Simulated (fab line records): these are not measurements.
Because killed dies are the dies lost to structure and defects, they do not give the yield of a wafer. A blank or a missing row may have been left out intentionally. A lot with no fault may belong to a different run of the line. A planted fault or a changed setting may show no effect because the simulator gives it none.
Which tool did it? -- flow gf180mcu -- 6 lots with 18 wafers sampled at 2 steps, on a route of 602 steps

## WHAT THE GAUGES SHOWED, per wafer
GF_HV_LDD_THK_MEAS_55.
lot,measured,on,HV_LDD_CVD_54_THK (nm)
L678,day 13 02:26,film metro-04,10.18 10.27 10.12
L680,day 13 22:37,film metro-02,10.07 10.14 10.06
L689,day 16 20:13,film metro-02,10.19 10.17 10.15
L691,day 17 12:55,film metro-04,4.73 4.82 4.79
L693,day 18 02:23,film metro-01,10.11 10.09 10.07
L697,day 19 09:21,film metro-01,10.20 10.17 10.24

## TOOL THAT RAN EACH LOT (tool first, then ch and the chambers of the sampled wafers, then the start)
lot,GF_HV_LDD_CVD_54
L678,"lpcvd-01 ch 0, day 13 00:54"
L680,"lpcvd-02 ch 0, day 13 21:05"
L689,"lpcvd-02 ch 0, day 16 18:40"
L691,"lpcvd-02 ch 1, day 17 11:54"
L693,"lpcvd-01 ch 0, day 18 01:21"
L697,"lpcvd-01 ch 0, day 19 07:49"
- GF_HV_LDD_CVD_54: deposits SiO2 from TEOS, target thk 10 nm, time 75 s.

## THE ANSWER, worked out from the rows above alone
Rule: what is usual is taken from the lots themselves. Put in order of their means at a reading, lots are off if they are a third of the lots or fewer, leave a main group of 4 or more, and stand apart from it by a gap of 3 or more times the standard deviation of the main group's means; of several such gaps the widest counts. If all means in a main group match to the digits the tables above print for the reading, that group is not used. A lot without any number at a reading at which 4 lots or more have one is off too. Where the step has rows for the other lots, those lots are counted as sound.
Off: at GF_HV_LDD_THK_MEAS_55 (HV_LDD_CVD_54_THK), L691. Mean 10.15 nm and standard deviation 0.049 in the main group.
If a tool, at a process step before that reading, ran all the lots that are off and no sound lot after the first of them, it fits. The gauges at GF_HV_LDD_THK_MEAS_55 are tried like those tools. 2 tools fit, lpcvd-02 at GF_HV_LDD_CVD_54 and film metro-04 at GF_HV_LDD_THK_MEAS_55, so this cannot tell which one it is.

## WHAT THE SIMULATOR HAD INSERTED
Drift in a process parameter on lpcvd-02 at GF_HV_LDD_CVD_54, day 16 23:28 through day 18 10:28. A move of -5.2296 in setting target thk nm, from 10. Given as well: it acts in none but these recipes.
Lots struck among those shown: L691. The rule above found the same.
